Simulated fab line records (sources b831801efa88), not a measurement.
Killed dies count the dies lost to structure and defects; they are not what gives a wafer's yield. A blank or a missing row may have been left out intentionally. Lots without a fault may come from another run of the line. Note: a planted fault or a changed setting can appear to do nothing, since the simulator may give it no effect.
Which tool is to blame?	flow sky130	33 wafers from 11 lots sampled at 5 of the route's 708 steps

WHAT EACH GAUGE READ, for each wafer
SKY_LDD_P_TW_MEAS_11.
lot	measured	on	LDD_P_TW
L858	day 18 18:57	film metro-04	639 641 638
L866	day 21 23:55	film metro-03	633 633 631
L868	day 22 20:02	film metro-01	623 623 625
L872	day 25 12:56	film metro-04	634 633 636
L871	day 25 14:45	film metro-04	633 632 639
L874	day 25 15:02	film metro-01	619 625 620
L873	day 25 15:03	film metro-04	636 635 635
L875	day 25 17:08	film metro-03	631 629 629
L878	day 26 12:55	film metro-01	627 625 625
L879	day 27 20:16	film metro-01	625 628 625
L881	day 27 20:34	film metro-04	640 641 640

SKY_SD_P_CD_MEAS_07 targets a cd of 380 nm.
lot	measured	on	cd nm (nm)
L858	day 25 05:49	cd sem-01	377.5 377.8 380.0
L866	day 28 04:16	cd sem-01	378.1 378.8 376.9
L868	day 29 00:59	cd sem-02	379.5 379.2 380.5
L872	day 31 12:14	cd sem-01	382.3 382.1 380.7
L871	day 31 16:06	cd sem-02	381.9 379.0 379.3
L874	day 31 16:08	cd sem-01	377.3 379.5 376.5
L873	day 31 17:21	cd sem-02	379.0 378.4 380.2
L875	day 31 17:59	cd sem-01	379.4 382.4 379.0
L878	day 32 10:50	cd sem-02	381.0 378.2 379.5
L879	day 33 16:53	cd sem-02	381.6 383.9 381.4
L881	day 33 17:59	cd sem-02	382.1 380.8 381.5

SKY_LOCAL_INTERCONNECT_RS_MEAS_01: a four-point-probe measurement.
lot	measured	on	LOCAL_INTERCONNECT_TIN_RS (ohm/sq)
L858	day 28 22:50	film metro-01	14.03 14.15 14.09
L866	day 31 20:41	film metro-04	13.69 13.78 13.70
L868	day 32 15:59	film metro-01	13.86 13.68 13.88
L872	day 35 00:31	film metro-04	14.31 14.28 14.37
L871	day 35 03:59	film metro-02	14.13 14.00 14.00
L874	day 35 04:44	film metro-04	14.27 14.33 14.26
L873	day 35 06:26	film metro-02	14.01 14.02 14.02
L875	day 35 07:19	film metro-02	14.12 14.13 14.23
L878	day 35 22:45	film metro-04	13.92 13.77 13.92
L879	day 37 03:44	film metro-04	14.41 14.44 14.28
L881	day 37 05:05	film metro-02	14.17 14.30 14.13

SKY_LOCAL_INTERCONNECT_THK_MEAS_02: measures by xrf.
lot	measured	on	LOCAL_INTERCONNECT_TIN_THK (nm)
L858	day 28 22:57	film metro-01	98.9 98.4 99.2
L866	day 31 20:47	film metro-04	102.8 102.0 102.8
L868	day 32 16:06	film metro-01	100.9 102.0 100.6
L872	day 35 00:38	film metro-04	98.2 98.1 98.3
L871	day 35 04:06	film metro-02	100.1 101.0 100.7
L874	day 35 04:49	film metro-04	97.8 98.2 98.7
L873	day 35 06:32	film metro-02	100.9 100.8 100.9
L875	day 35 07:26	film metro-02	100.1 99.8 99.1
L878	day 35 22:52	film metro-04	100.9 101.8 101.5
L879	day 37 03:51	film metro-04	97.8 97.5 98.8
L881	day 37 05:13	film metro-02	99.7 98.7 99.7

WHICH TOOL RAN EACH LOT (tool, then ch and the chambers of the sampled wafers, then the start)
lot	SKY_LOCAL_INTERCONNECT_SPUTTER_00
L858	pvd sputter-01, day 28 22:46
L866	pvd sputter-02, day 31 20:35
L868	pvd sputter-02, day 32 15:55
L872	pvd sputter-01, day 35 00:25
L871	pvd sputter-02, day 35 03:55
L874	pvd sputter-02, day 35 04:37
L873	pvd sputter-02, day 35 06:20
L875	pvd sputter-01, day 35 07:16
L878	pvd sputter-01, day 35 22:41
L879	pvd sputter-02, day 37 03:40
L881	pvd sputter-03, day 37 05:02
- SKY_LOCAL_INTERCONNECT_SPUTTER_00: material TiN, target thk 100 nm, time 83.3 s.

WHAT THE TOOLS THEMSELVES READ (means of the sampled wafers that have a number; where no wafer has one, the mark that the record gives instead)
SKY_LOCAL_INTERCONNECT_SPUTTER_00.
lot	tool	substrate temp c (C)	throttle valve pct (%)
L858	pvd sputter-01	300.20	30.8
L866	pvd sputter-02	300.01	31.2
L868	pvd sputter-02	299.93	30.4
L872	pvd sputter-01	299.97	30.8
L871	pvd sputter-02	299.97	30.7
L874	pvd sputter-02	299.93	31.0
L873	pvd sputter-02	299.92	30.1
L875	pvd sputter-01	299.96	30.7
L878	pvd sputter-01	300.14	31.3
L879	pvd sputter-02	299.83	30.5
L881	pvd sputter-03	299.97	29.9

THE ANSWER, worked out from the rows above alone
Rule: usual is defined by the lots themselves. The widest of any qualifying gaps counts: lots, ordered by their means at a reading, are off when they make up no more than a third of the lots, leave a main group of 4 or more, and stand apart from it by 3 or more times the standard deviation of that group's means. If all means in a main group match to the digits the tables above print for the reading, that group is not used. Also off: a lot with no number at a reading for which 4 or more lots have one. All remaining lots with rows at the step are treated as sound. After the gauges, taken in route order, come the tools' own readings; for these a lot's mean is taken, as printed above. The first step at which some lot is off is used, and at that step the reading that is off furthest; a lot without a number counts as furthest.
Nothing can be told from this: no lot is off at any reading shown.

WHAT THE SIMULATOR HAD INSERTED
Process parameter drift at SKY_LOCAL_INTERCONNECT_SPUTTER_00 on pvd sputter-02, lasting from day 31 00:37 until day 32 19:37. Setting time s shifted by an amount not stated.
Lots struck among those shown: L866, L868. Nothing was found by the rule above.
